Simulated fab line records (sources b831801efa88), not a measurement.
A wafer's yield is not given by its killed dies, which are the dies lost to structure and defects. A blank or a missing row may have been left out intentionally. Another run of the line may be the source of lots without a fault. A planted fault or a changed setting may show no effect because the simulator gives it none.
fab line records | flow gf180mcu | part 1 of 2: steps 1 to 30 of 41
record: lots: 5 | wafers: 15 | last-day: 34
route steps=602 shown PSD@251 NSD@262 SAB@264 SALICIDE@278 CONTACT@287
lots with no fault: from the same line, run without faults
start-h: hours from the record's opening day to when the first of the lot's shown wafers began | wait-h: hours from the lot's prior step to this one | " same as the row above | L1.1+2: one row covering several wafers at once | - no value present, or no start provided | * or withheld: withheld | < > ~ a bound
route shown NAME@n: NAME is a module with steps in the file, n the number in the route of the first one | usual: mean/standard deviation taken from wafers without a fault | same: alike in all rows | chamber/n: place in a boat | sites: the reading at each site | _std_site: the values' standard deviation | _edge_site: the outer-site mean with the inner-site mean subtracted | radius-mm: for every site, how far away it sits from the centre of the wafer | mask NAME#n: copy n | behind: the most recent tool/chamber to have shaped the wafer | hold: the reason the lot was held/the length of the hold in hours/how it ended | device: names the non-switching transistor (n, p or np) | end of line: the tests these same wafers got at the end of their route | a step with no rows: only its recipe | killed: the dies lost at the first sort to structure and to defects; this is not the yield of the wafer | map: a wafer's dies, marking killed ones x, the rest . and places with no die _
set.NAME: the setting that was run; set.NAME@STEP: the one run at that earlier step | model.NAME: the simulator's own value behind a step, which no gauge read
lots seen at some steps along the route; tables by step, rows by wafer
services: from which hour (start-h, from the record's first day; less than 0 if before it) a tool's chamber was out of use, for how many hours, and why
== steps ==
step: GF_PSD_SOFTBAKE_03
recipe: temp-c: 90 | time-s: 60 | resist: NOVOLAK
lot.wafer  | tool           | chamber | start-h | wait-h
L081.3+5+6 | litho-track-03 | 0       | 355.02  | 0.1
L083.1+2+6 | litho-track-04 | 0       | 374.27  | 0.1
L084.1+2+3 | litho-track-03 | 0       | 380.17  | 0.1
L088.1+2+6 | litho-track-03 | 0       | 423.87  | 0.1
L097.2+3+5 | litho-track-03 | 0       | 508.44  | 0.1
step: GF_PSD_EXPOSE_04
recipe: mask-id: Pplus | target-cd-nm: 400 | na: 0.6 | source-shape: conventional | sigma-outer: 0.6 | dose-mj: 140
lot.wafer  | tool             | chamber | start-h | wait-h | mask
L081.3+5+6 | iline-stepper-02 | 0       | -       | -      | Pplus#0
L083.1+2+6 | iline-stepper-01 | 0       | -       | -      | Pplus#0
L084.1+2+3 | iline-stepper-01 | 0       | -       | -      | Pplus#0
L088.1+2+6 | iline-stepper-01 | 0       | -       | -      | Pplus#0
L097.2+3+5 | iline-stepper-02 | 0       | -       | -      | Pplus#0
step: GF_PSD_PEB_05
recipe: temp-c: withheld | time-s: * | resist: NOVOLAK
lot.wafer  | tool           | chamber | start-h | wait-h
L081.3+5+6 | litho-track-02 | 0       | -       | -
L083.1+2+6 | litho-track-04 | 0       | -       | -
L084.1+2+3 | litho-track-03 | 0       | -       | -
L088.1+2+6 | litho-track-04 | 0       | -       | -
L097.2+3+5 | litho-track-03 | 0       | -       | -
step: GF_PSD_DEVELOP_06
recipe: develop-time-s: 60 | dev-temp-c: 23
lot.wafer  | tool           | chamber | start-h | wait-h
L081.3+5+6 | litho-track-02 | 0       | 365.43  | 0.1
L083.1+2+6 | litho-track-04 | 0       | 385.87  | 0.1
L084.1+2+3 | litho-track-03 | 0       | 391.22  | 0.1
L088.1+2+6 | litho-track-04 | 0       | 434.61  | 0.1
L097.2+3+5 | litho-track-03 | 0       | 519.34  | 0.1
step: GF_PSD_CD_MEAS_07
recipe: target-cd-nm: 400
usual: cd-nm: 400.7/2.8
lot.wafer | tool      | chamber | start-h | wait-h | cd-nm
L081.3    | cd-sem-01 | -       | 365.57  | 0.1    | 403.7
L081.5    | "         | -       | "       | "      | 403.2
L081.6    | "         | -       | "       | "      | 402.9
L083.1    | cd-sem-02 | -       | 386.02  | 0.1    | 400.5
L083.2    | "         | -       | "       | "      | 402.7
L083.6    | "         | -       | "       | "      | 402.5
L084.1    | cd-sem-02 | -       | 391.37  | 0.1    | 403.5
L084.2    | "         | -       | "       | "      | 403.3
L084.3    | "         | -       | "       | "      | 404.3
L088.1    | cd-sem-01 | -       | 434.76  | 0.1    | 395.8
L088.2    | "         | -       | "       | "      | 398.3
L088.6    | "         | -       | "       | "      | 398.0
L097.2    | cd-sem-02 | -       | 519.51  | 0.1    | 397.3
L097.3    | "         | -       | "       | "      | 399.6
L097.5    | "         | -       | "       | "      | 397.8
step: GF_PSD_OVL_MEAS_08
usual: PSD_OVL: 1.4/1.4
lot.wafer | tool       | chamber | start-h | wait-h | PSD_OVL[nm]
L081.3    | overlay-01 | -       | 365.66  | 0.1    | 1.6
L081.5    | "          | -       | "       | "      | -0.5
L081.6    | "          | -       | "       | "      | 1.8
L083.1    | overlay-01 | -       | 386.14  | 0.1    | 0.7
L083.2    | "          | -       | "       | "      | 2.9
L083.6    | "          | -       | "       | "      | 0.6
L084.1    | overlay-02 | -       | 391.49  | 0.1    | 3.9
L084.2    | "          | -       | "       | "      | 2.4
L084.3    | "          | -       | "       | "      | 1.2
L088.1    | overlay-02 | -       | 434.88  | 0.1    | 2.7
L088.2    | "          | -       | "       | "      | 5.3
L088.6    | "          | -       | "       | "      | 5.5
L097.2    | overlay-02 | -       | 519.62  | 0.1    | 1.8
L097.3    | "          | -       | "       | "      | 2.2
L097.5    | "          | -       | "       | "      | 1.4
step: GF_PSD_IMPLANT_09
recipe: species: BF2 | energy-kev: 40 | dose-cm2: 1.5e+15 | tilt-deg: 7
usual: faraday-current-uA: 8241/150
lot.wafer | tool         | chamber | start-h | wait-h | faraday-current-uA
L081.3    | implanter-04 | 0       | 365.73  | 0.1    | 8062
L081.5    | "            | 0       | "       | "      | 7929
L081.6    | "            | 0       | "       | "      | 8175
L083.1    | implanter-02 | 0       | 386.17  | 0.0    | 8222
L083.2    | "            | 0       | "       | "      | 8288
L083.6    | "            | 0       | "       | "      | 8249
L084.1    | implanter-01 | 0       | 391.52  | 0.0    | 8330
L084.2    | "            | 0       | "       | "      | 8447
L084.3    | "            | 0       | "       | "      | 7818
L088.1    | implanter-01 | 0       | 434.92  | 0.0    | 8442
L088.2    | "            | 0       | "       | "      | 8298
L088.6    | "            | 0       | "       | "      | 7884
L097.2    | implanter-04 | 0       | 519.67  | 0.0    | 8107
L097.3    | "            | 0       | "       | "      | 8121
L097.5    | "            | 0       | "       | "      | 8119
step: GF_PSD_STRIP_10
recipe: chemistry: O2/N2 | power-w: 1400 | pressure-mtorr: 1500 | platen-temp-c: 250 | o2-flow-sccm: 3000 | n2-flow-sccm: 300 | overash-fraction: 0.5
usual: chamber-pressure-mTorr: 1500.0/1.3 | drypump-motor-current-A: 5.7/0.57 | heater-power-w: 338/25 | oes-product-au: 0.592/0.0044 | strip-time-to-endpoint-s: 16.502/0.029
lot.wafer | tool            | chamber | start-h | wait-h | chamber-pressure-mTorr | drypump-motor-current-A | heater-power-w | oes-product-au | rf-hours-counter-h | strip-time-to-endpoint-s
L081.3    | plasma-asher-04 | 1       | 365.87  | 0.1    | 1500.1                 | 4.8                     | 398            | 0.597          | -                  | 16.500
L081.5    | "               | 0       | "       | "      | 1501.2                 | 6.3                     | 339            | 0.591          | -                  | 16.485
L081.6    | "               | 1       | "       | "      | 1498.2                 | 4.8                     | 393            | 0.592          | -                  | 16.498
L083.1    | plasma-asher-04 | 1       | 386.32  | 0.1    | 1500.9                 | 4.8                     | 397            | 0.597          | 71                 | 16.489
L083.2    | "               | 0       | "       | "      | 1498.8                 | 6.3                     | 336            | 0.590          | 71                 | 16.471
L083.6    | "               | 1       | "       | "      | 1501.3                 | 4.8                     | 395            | 0.591          | -                  | 16.497
L084.1    | plasma-asher-02 | 0       | 391.67  | 0.1    | 1500.3                 | 5.2                     | 330            | 0.598          | 28                 | 16.492
L084.2    | "               | 1       | "       | "      | 1500.4                 | 5.9                     | 319            | 0.588          | 28                 | 16.469
L084.3    | "               | 1       | "       | "      | 1501.5                 | 5.9                     | 315            | 0.593          | -                  | 16.472
L088.1    | plasma-asher-02 | 0       | 435.07  | 0.1    | 1501.2                 | 5.2                     | 329            | 0.586          | 33                 | 16.550
L088.2    | "               | 1       | "       | "      | 1500.8                 | 5.9                     | 320            | 0.586          | 33                 | 16.558
L088.6    | "               | 0       | "       | "      | 1498.8                 | 5.2                     | 330            | 0.597          | -                  | 16.551
L097.2    | plasma-asher-02 | 0       | 519.80  | 0.1    | 1500.6                 | 5.2                     | 335            | 0.594          | 42                 | 16.511
L097.3    | "               | 0       | "       | "      | 1501.0                 | 5.2                     | 337            | 0.591          | -                  | 16.493
L097.5    | "               | 0       | "       | "      | 1500.6                 | 5.1                     | 337            | 0.595          | -                  | 16.485
step: GF_PSD_TW_MEAS_11
usual: PSD_TW: 3167/32
lot.wafer | tool          | chamber | start-h | wait-h | PSD_TW
L081.3    | film-metro-01 | -       | 365.95  | 0.1    | 3186
L081.5    | "             | -       | "       | "      | 3200
L081.6    | "             | -       | "       | "      | 3192
L083.1    | film-metro-04 | -       | 386.42  | 0.1    | 3155
L083.2    | "             | -       | "       | "      | 3151
L083.6    | "             | -       | "       | "      | 3130
L084.1    | film-metro-04 | -       | 391.77  | 0.1    | 3143
L084.2    | "             | -       | "       | "      | 3143
L084.3    | "             | -       | "       | "      | 3136
L088.1    | film-metro-01 | -       | 435.17  | 0.1    | 3180
L088.2    | "             | -       | "       | "      | 3171
L088.6    | "             | -       | "       | "      | 3200
L097.2    | film-metro-01 | -       | 519.90  | 0.1    | 3208
L097.3    | "             | -       | "       | "      | 3212
L097.5    | "             | -       | "       | "      | 3196
step: GF_PSD_CLEAN_12
recipe: chemistry: SC1/SC2 | mix: 1:4:20 | temp-c: 70 | time-s: 150 | dry: n2-spin
usual: bath-guard-temp-C: 70.0/0.31
lot.wafer | tool         | chamber | start-h | wait-h | bath-guard-temp-C
L081.3    | wet-bench-03 | 0       | 365.99  | 0.0    | 70.0
L081.5    | "            | 0       | "       | "      | 70.5
L081.6    | "            | 0       | "       | "      | 70.2
L083.1    | wet-bench-01 | 1       | 386.48  | 0.1    | 70.0
L083.2    | "            | 1       | "       | "      | 70.2
L083.6    | "            | 1       | "       | "      | 70.4
L084.1    | wet-bench-04 | 1       | 391.83  | 0.1    | 70.1
L084.2    | "            | 1       | "       | "      | 70.3
L084.3    | "            | 1       | "       | "      | 70.0
L088.1    | wet-bench-01 | 0       | 435.23  | 0.1    | 70.1
L088.2    | "            | 0       | "       | "      | 70.0
L088.6    | "            | 0       | "       | "      | 70.1
L097.2    | wet-bench-01 | 0       | 519.95  | 0.0    | 69.8
L097.3    | "            | 0       | "       | "      | 70.0
L097.5    | "            | 0       | "       | "      | 70.1
step: GF_PSD_RTA_13
recipe: temp-c: 1025 | time-s: 20 | ambient: N2
usual: lamp-power-pct: 37/3 | wafer_temp_C_max: 1030.5/1.1
lot.wafer | tool          | chamber | start-h | wait-h | lamp-power-pct | wafer_temp_C_max
L081.3    | rtp-anneal-02 | 0       | 366.07  | 0.0    | 34             | 1031.0
L081.5    | "             | 0       | "       | "      | 34             | 1030.8
L081.6    | "             | 0       | "       | "      | 34             | 1028.5
L083.1    | rtp-anneal-01 | 0       | 386.53  | 0.0    | 40             | 1031.4
L083.2    | "             | 0       | "       | "      | 40             | 1029.2
L083.6    | "             | 0       | "       | "      | 40             | 1033.7
L084.1    | rtp-anneal-02 | 0       | 391.89  | 0.0    | 34             | 1029.1
L084.2    | "             | 0       | "       | "      | 34             | 1031.9
L084.3    | "             | 0       | "       | "      | 34             | 1029.7
L088.1    | rtp-anneal-01 | 0       | 435.28  | 0.0    | 40             | 1029.7
L088.2    | "             | 0       | "       | "      | 40             | 1029.7
L088.6    | "             | 0       | "       | "      | 40             | 1029.5
L097.2    | rtp-anneal-02 | 0       | 520.02  | 0.0    | 34             | 1028.6
L097.3    | "             | 0       | "       | "      | 34             | 1030.3
L097.5    | "             | 0       | "       | "      | 34             | 1030.3
step: GF_PSD_RS_MEAS_14
recipe: thk-meas-gauge: four-point-probe
usual: NSD_RS: 46.13/0.084
lot.wafer | tool          | chamber | start-h | wait-h | NSD_RS[ohm/sq]
L081.3    | film-metro-02 | -       | 366.17  | 0.1    | 46.17
L081.5    | "             | -       | "       | "      | 46.15
L081.6    | "             | -       | "       | "      | 46.16
L083.1    | film-metro-02 | -       | 386.64  | 0.1    | 45.97
L083.2    | "             | -       | "       | "      | 46.18
L083.6    | "             | -       | "       | "      | 46.09
L084.1    | film-metro-02 | -       | 391.97  | 0.1    | 46.20
L084.2    | "             | -       | "       | "      | 46.08
L084.3    | "             | -       | "       | "      | 46.13
L088.1    | film-metro-01 | -       | 435.36  | 0.1    | 46.14
L088.2    | "             | -       | "       | "      | 46.20
L088.6    | "             | -       | "       | "      | 46.10
L097.2    | film-metro-02 | -       | 520.11  | 0.1    | 46.09
L097.3    | "             | -       | "       | "      | 46.17
L097.5    | "             | -       | "       | "      | 46.03
step: GF_PSD_RS_MEAS_15
recipe: thk-meas-gauge: four-point-probe
usual: PSD_RS: 108.61/0.27
lot.wafer | tool          | chamber | start-h | wait-h | PSD_RS[ohm/sq]
L081.3    | film-metro-02 | -       | 366.29  | 0.1    | 108.84
L081.5    | "             | -       | "       | "      | 108.92
L081.6    | "             | -       | "       | "      | 108.66
L083.1    | film-metro-02 | -       | 386.76  | 0.1    | 108.90
L083.2    | "             | -       | "       | "      | 109.06
L083.6    | "             | -       | "       | "      | 108.52
L084.1    | film-metro-02 | -       | 392.09  | 0.1    | 108.37
L084.2    | "             | -       | "       | "      | 108.41
L084.3    | "             | -       | "       | "      | 108.66
L088.1    | film-metro-01 | -       | 435.48  | 0.1    | 108.84
L088.2    | "             | -       | "       | "      | 109.00
L088.6    | "             | -       | "       | "      | 108.66
L097.2    | film-metro-02 | -       | 520.23  | 0.1    | 108.71
L097.3    | "             | -       | "       | "      | 108.89
L097.5    | "             | -       | "       | "      | 108.62
step: GF_SAB_CVD_00
recipe: material: SiO2 | target-thk-nm: 50 | precursor: TEOS | temp-c: 400 | time-s: 4.9302 | rf-w: 600
usual: heater-power-w: 713/84
lot.wafer | tool     | chamber | start-h | wait-h | heater-power-w
L081.3    | pecvd-01 | 2       | 366.37  | 0.1    | 709
L081.5    | "        | 1       | "       | "      | 782
L081.6    | "        | 0       | "       | "      | 632
L083.1    | pecvd-03 | 1       | 386.88  | 0.1    | 629
L083.2    | "        | 2       | "       | "      | 576
L083.6    | "        | 2       | "       | "      | 589
L084.1    | pecvd-04 | 0       | 392.21  | 0.1    | 656
L084.2    | "        | 1       | "       | "      | 554
L084.3    | "        | 2       | "       | "      | 754
L088.1    | pecvd-01 | 1       | 435.60  | 0.1    | 732
L088.2    | "        | 2       | "       | "      | 717
L088.6    | "        | 2       | "       | "      | 705
L097.2    | pecvd-04 | 2       | 520.33  | 0.1    | 818
L097.3    | "        | 1       | "       | "      | 652
L097.5    | "        | 0       | "       | "      | 751
step: GF_SAB_THK_MEAS_01
recipe: reads: SiO2_of_SAB_CVD_00
usual: SAB_CVD_00_THK: 50.1/0.69
lot.wafer | tool          | chamber | start-h | wait-h | SAB_CVD_00_THK[nm]
L081.3    | film-metro-03 | -       | 366.41  | 0.0    | 49.4
L081.5    | "             | -       | "       | "      | 50.3
L081.6    | "             | -       | "       | "      | 51.2
L083.1    | film-metro-03 | -       | 386.91  | 0.0    | 48.6
L083.2    | "             | -       | "       | "      | 48.9
L083.6    | "             | -       | "       | "      | 49.5
L084.1    | film-metro-02 | -       | 392.23  | 0.0    | 50.5
L084.2    | "             | -       | "       | "      | 50.1
L084.3    | "             | -       | "       | "      | 49.6
L088.1    | film-metro-01 | -       | 435.62  | 0.0    | 48.9
L088.2    | "             | -       | "       | "      | 49.6
L088.6    | "             | -       | "       | "      | 49.7
L097.2    | film-metro-01 | -       | 520.36  | 0.0    | 49.7
L097.3    | "             | -       | "       | "      | 50.7
L097.5    | "             | -       | "       | "      | 51.3
step: GF_SAB_DEHYDRATE_02
recipe: temp-c: 200 | time-s: 60
lot.wafer  | tool           | chamber | start-h | wait-h
L081.3+5+6 | litho-track-01 | 0       | 376.73  | 10.3
L083.1+2+6 | litho-track-01 | 0       | 397.43  | 10.5
L084.1+2+3 | litho-track-01 | 0       | 402.93  | 10.7
L088.1+2+6 | litho-track-04 | 0       | 446.81  | 11.2
L097.2+3+5 | litho-track-04 | 0       | 530.84  | 10.5
step: GF_SAB_HMDS_03
recipe: prime-time-s: 60 | prime-temp-c: 120
lot.wafer  | tool           | chamber | start-h | wait-h
L081.3+5+6 | litho-track-01 | 0       | 376.88  | 0.1
L083.1+2+6 | litho-track-01 | 0       | 397.58  | 0.1
L084.1+2+3 | litho-track-01 | 0       | 403.08  | 0.1
L088.1+2+6 | litho-track-04 | 0       | 446.96  | 0.1
L097.2+3+5 | litho-track-04 | 0       | 530.99  | 0.1
step: GF_SAB_COAT_04
recipe: resist: NOVOLAK | spin-rpm: 3000 | resist-thk-nm: 1000
lot.wafer  | tool           | chamber | start-h | wait-h
L081.3+5+6 | litho-track-01 | 0       | 377.03  | 0.1
L083.1+2+6 | litho-track-01 | 0       | 397.73  | 0.1
L084.1+2+3 | litho-track-01 | 0       | 403.23  | 0.1
L088.1+2+6 | litho-track-04 | 0       | 447.11  | 0.1
L097.2+3+5 | litho-track-04 | 0       | 531.14  | 0.1
step: GF_SAB_SOFTBAKE_05
recipe: temp-c: 90 | time-s: 60 | resist: NOVOLAK
lot.wafer  | tool           | chamber | start-h | wait-h
L081.3+5+6 | litho-track-01 | 0       | 377.18  | 0.1
L083.1+2+6 | litho-track-01 | 0       | 397.88  | 0.1
L084.1+2+3 | litho-track-01 | 0       | 403.38  | 0.1
L088.1+2+6 | litho-track-04 | 0       | 447.26  | 0.1
L097.2+3+5 | litho-track-04 | 0       | 531.29  | 0.1
step: GF_SAB_EXPOSE_06
recipe: mask-id: SAB | target-cd-nm: 420 | na: 0.6 | source-shape: conventional | sigma-outer: 0.6 | dose-mj: 140
lot.wafer  | tool             | chamber | start-h | wait-h | mask
L081.3+5+6 | iline-stepper-02 | 0       | -       | -      | SAB#0
L083.1+2+6 | iline-stepper-02 | 0       | -       | -      | SAB#0
L084.1+2+3 | iline-stepper-01 | 0       | -       | -      | SAB#0
L088.1+2+6 | iline-stepper-01 | 0       | -       | -      | SAB#0
L097.2+3+5 | iline-stepper-01 | 0       | -       | -      | SAB#0
step: GF_SAB_PEB_07
recipe: temp-c: withheld | time-s: * | resist: NOVOLAK
lot.wafer  | tool           | chamber | start-h | wait-h
L081.3+5+6 | litho-track-03 | 0       | -       | -
L083.1+2+6 | litho-track-03 | 0       | -       | -
L084.1+2+3 | litho-track-03 | 0       | -       | -
L088.1+2+6 | litho-track-03 | 0       | -       | -
L097.2+3+5 | litho-track-01 | 0       | -       | -
step: GF_SAB_DEVELOP_08
recipe: develop-time-s: 60 | dev-temp-c: 23
lot.wafer  | tool           | chamber | start-h | wait-h
L081.3+5+6 | litho-track-03 | 0       | 388.37  | 0.1
L083.1+2+6 | litho-track-03 | 0       | 409.57  | 0.1
L084.1+2+3 | litho-track-03 | 0       | 414.97  | 0.1
L088.1+2+6 | litho-track-03 | 0       | 459.07  | 0.1
L097.2+3+5 | litho-track-01 | 0       | 542.61  | 0.1
step: GF_SAB_CD_MEAS_09
recipe: target-cd-nm: 420
usual: cd-nm: 420.3/2.6
lot.wafer | tool      | chamber | start-h | wait-h | cd-nm
L081.3    | cd-sem-01 | -       | 388.51  | 0.1    | 417.6
L081.5    | "         | -       | "       | "      | 419.4
L081.6    | "         | -       | "       | "      | 419.0
L083.1    | cd-sem-01 | -       | 409.72  | 0.1    | 424.1
L083.2    | "         | -       | "       | "      | 421.8
L083.6    | "         | -       | "       | "      | 419.7
L084.1    | cd-sem-02 | -       | 415.12  | 0.1    | 424.7
L084.2    | "         | -       | "       | "      | 421.2
L084.3    | "         | -       | "       | "      | 420.6
L088.1    | cd-sem-01 | -       | 459.22  | 0.1    | 417.4
L088.2    | "         | -       | "       | "      | 416.9
L088.6    | "         | -       | "       | "      | 419.2
L097.2    | cd-sem-01 | -       | 542.75  | 0.1    | 420.3
L097.3    | "         | -       | "       | "      | 421.8
L097.5    | "         | -       | "       | "      | 419.0
step: GF_SAB_OVL_MEAS_10
usual: SAB_OVL: 1.5/1.3
lot.wafer | tool       | chamber | start-h | wait-h | SAB_OVL[nm]
L081.3    | overlay-01 | -       | 388.60  | 0.1    | 0.7
L081.5    | "          | -       | "       | "      | 0.7
L081.6    | "          | -       | "       | "      | 0.5
L083.1    | overlay-02 | -       | 409.84  | 0.1    | 1.4
L083.2    | "          | -       | "       | "      | -1.1
L083.6    | "          | -       | "       | "      | 0.6
L084.1    | overlay-01 | -       | 415.24  | 0.1    | 1.2
L084.2    | "          | -       | "       | "      | 0.5
L084.3    | "          | -       | "       | "      | 1.2
L088.1    | overlay-01 | -       | 459.34  | 0.1    | 2.9
L088.2    | "          | -       | "       | "      | 1.5
L088.6    | "          | -       | "       | "      | 2.8
L097.2    | overlay-01 | -       | 542.86  | 0.1    | 2.1
L097.3    | "          | -       | "       | "      | 1.9
L097.5    | "          | -       | "       | "      | 1.2
step: GF_SAB_ETCH_11
recipe: chemistry: C4F8/O2/Ar | mask-material: NOVOLAK | target: SiO2 | target-depth-nm: 55 | source-w: 1500 | bias-w: 1200 | pressure-mtorr: 40 | c4f8-flow-sccm: withheld | O2_flow_sccm: 6 | Ar_flow_sccm: 300 | time-s: 8.5
usual: chamber-pressure-mTorr: 40.00/0.039 | oes-product-au: 1.000/0.0083
lot.wafer | tool        | chamber | start-h | wait-h | chamber-pressure-mTorr | oes-product-au | rf-hours-counter-h
L081.3    | rie-diel-01 | 3       | 388.62  | 0.0    | 40.07                  | 1.016          | 113
L081.5    | "           | 3       | "       | "      | 40.02                  | 1.021          | -
L081.6    | "           | 2       | "       | "      | 39.98                  | 0.999          | -
L083.1    | rie-diel-04 | 0       | 409.87  | 0.0    | 40.01                  | 1.005          | 3
L083.2    | "           | 1       | "       | "      | 40.02                  | 0.999          | 19
L083.6    | "           | 3       | "       | "      | 40.03                  | 0.996          | -
L084.1    | rie-diel-04 | 1       | 415.27  | 0.0    | 40.07                  | 1.007          | 19
L084.2    | "           | 2       | "       | "      | 40.05                  | 1.017          | 4
L084.3    | "           | 0       | "       | "      | 40.05                  | 1.010          | 3
L088.1    | rie-diel-01 | 0       | 459.37  | 0.0    | 40.02                  | 0.985          | 9
L088.2    | "           | 3       | "       | "      | 39.96                  | 0.994          | 1
L088.6    | "           | 3       | "       | "      | 39.96                  | 1.000          | -
L097.2    | rie-diel-02 | 2       | 542.89  | 0.0    | 40.01                  | 0.998          | 2
L097.3    | "           | 1       | "       | "      | 40.04                  | 0.988          | 9
L097.5    | "           | 3       | "       | "      | 39.97                  | 0.998          | -
step: GF_SAB_WET_ETCH_12
recipe: chemistry: dHF | target-depth-nm: 22 | dry: n2-spin | target: SiO2 | temp-c: 25 | dilution: 100:1 | time-s: 440
lot.wafer  | tool         | chamber | start-h | wait-h
L081.3+5+6 | wet-bench-01 | 1       | 388.64  | 0.0
L083.1+2+6 | wet-bench-03 | 2       | 409.89  | 0.0
L084.1+2+3 | wet-bench-01 | 2       | 415.29  | 0.0
L088.1+2+6 | wet-bench-03 | 0       | 459.39  | 0.0
L097.2+3+5 | wet-bench-01 | 1       | 542.91  | 0.0
step: GF_SAB_STRIP_13
recipe: chemistry: O2/N2 | power-w: 1400 | pressure-mtorr: 1500 | platen-temp-c: 250 | o2-flow-sccm: 3000 | n2-flow-sccm: 300 | overash-fraction: 0.5
usual: chamber-pressure-mTorr: 1500.1/1.2 | drypump-motor-current-A: 5.7/0.65 | heater-power-w: 354/28 | oes-product-au: 0.711/0.0047 | strip-time-to-endpoint-s: 12.59/0.031
lot.wafer | tool            | chamber | start-h | wait-h | chamber-pressure-mTorr | drypump-motor-current-A | heater-power-w | oes-product-au | rf-hours-counter-h | strip-time-to-endpoint-s
L081.3    | plasma-asher-04 | 1       | 388.81  | 0.0    | 1502.2                 | 4.8                     | 393            | 0.717          | -                  | 12.54
L081.5    | "               | 1       | "       | "      | 1499.9                 | 4.8                     | 410            | 0.711          | -                  | 12.55
L081.6    | "               | 0       | "       | "      | 1500.8                 | 6.3                     | 333            | 0.716          | -                  | 12.54
L083.1    | plasma-asher-04 | 0       | 410.02  | 0.0    | 1503.1                 | 6.3                     | 330            | 0.701          | 73                 | 12.59
L083.2    | "               | 1       | "       | "      | 1500.0                 | 4.8                     | 406            | 0.710          | 73                 | 12.59
L083.6    | "               | 1       | "       | "      | 1500.1                 | 4.8                     | 398            | 0.713          | -                  | 12.57
L084.1    | plasma-asher-03 | 0       | 415.42  | 0.0    | 1501.0                 | 5.5                     | 362            | 0.713          | 63                 | 12.59
L084.2    | "               | 1       | "       | "      | 1501.5                 | 5.3                     | 310            | 0.713          | 63                 | 12.57
L084.3    | "               | 0       | "       | "      | 1500.6                 | 5.5                     | 372            | 0.717          | -                  | 12.59
L088.1    | plasma-asher-03 | 1       | 459.52  | 0.0    | 1500.0                 | 5.2                     | 317            | 0.715          | 68                 | 12.59
L088.2    | "               | 0       | "       | "      | 1501.6                 | 5.5                     | 373            | 0.716          | 68                 | 12.62
L088.6    | "               | 1       | "       | "      | 1499.3                 | 5.3                     | 316            | 0.714          | -                  | 12.60
L097.2    | plasma-asher-01 | 1       | 543.04  | 0.0    | 1499.7                 | 6.3                     | 373            | 0.711          | 89                 | 12.58
L097.3    | "               | 1       | "       | "      | 1502.9                 | 6.3                     | 368            | 0.708          | -                  | 12.57
L097.5    | "               | 0       | "       | "      | 1500.1                 | 6.5                     | 344            | 0.703          | -                  | 12.57
step: GF_SALICIDE_CLEAN_00
recipe: chemistry: SC1/SC2 | mix: 1:4:20 | temp-c: 70 | time-s: 150
usual: bath-guard-temp-C: 69.9/0.45
lot.wafer | tool         | chamber | start-h | wait-h | bath-guard-temp-C
L081.3    | wet-bench-04 | 0       | 388.88  | 0.0    | 70.4
L081.5    | "            | 0       | "       | "      | 70.2
L081.6    | "            | 0       | "       | "      | 70.1
L083.1    | wet-bench-03 | 1       | 410.12  | 0.1    | 70.4
L083.2    | "            | 1       | "       | "      | 70.4
L083.6    | "            | 1       | "       | "      | 70.4
L084.1    | wet-bench-02 | 2       | 415.52  | 0.1    | 69.2
L084.2    | "            | 2       | "       | "      | 69.2
L084.3    | "            | 2       | "       | "      | 69.4
L088.1    | wet-bench-04 | 3       | 459.62  | 0.1    | 69.4
L088.2    | "            | 3       | "       | "      | 69.8
L088.6    | "            | 3       | "       | "      | 69.2
L097.2    | wet-bench-02 | 3       | 543.14  | 0.1    | 70.7
L097.3    | "            | 3       | "       | "      | 70.7
L097.5    | "            | 3       | "       | "      | 70.7
step: GF_SALICIDE_WET_ETCH_01
recipe: chemistry: dHF | target-depth-nm: 5 | dry: ipa-marangoni | target: SiO2 | temp-c: 25 | dilution: 100:1 | time-s: 100
lot.wafer  | tool         | chamber | start-h | wait-h
L081.3+5+6 | wet-bench-02 | 1       | 388.93  | 0.0
L083.1+2+6 | wet-bench-02 | 1       | 410.17  | 0.0
L084.1+2+3 | wet-bench-03 | 1       | 415.62  | 0.0
L088.1+2+6 | wet-bench-03 | 3       | 459.67  | 0.0
L097.2+3+5 | wet-bench-03 | 2       | 543.19  | 0.0
step: GF_SALICIDE_SPUTTER_02
recipe: material: Co | target-thk-nm: 10 | power-w: 1000 | time-s: 20 | chamber-pressure-pa: 0.4
usual: throttle-valve-pct: 29.9/1.3
lot.wafer | tool           | chamber | start-h | wait-h | throttle-valve-pct
L081.3    | pvd-sputter-01 | -       | 388.96  | 0.0    | 30.6
L081.5    | "              | -       | "       | "      | 30.9
L081.6    | "              | -       | "       | "      | 29.3
L083.1    | pvd-sputter-03 | -       | 410.21  | 0.0    | 29.8
L083.2    | "              | -       | "       | "      | 27.7
L083.6    | "              | -       | "       | "      | 30.0
L084.1    | pvd-sputter-01 | -       | 415.66  | 0.0    | 29.8
L084.2    | "              | -       | "       | "      | 27.5
L084.3    | "              | -       | "       | "      | 29.3
L088.1    | pvd-sputter-04 | -       | 459.71  | 0.0    | 28.9
L088.2    | "              | -       | "       | "      | 30.6
L088.6    | "              | -       | "       | "      | 30.6
L097.2    | pvd-sputter-04 | -       | 543.23  | 0.0    | 28.9
L097.3    | "              | -       | "       | "      | 30.8
L097.5    | "              | -       | "       | "      | 30.2
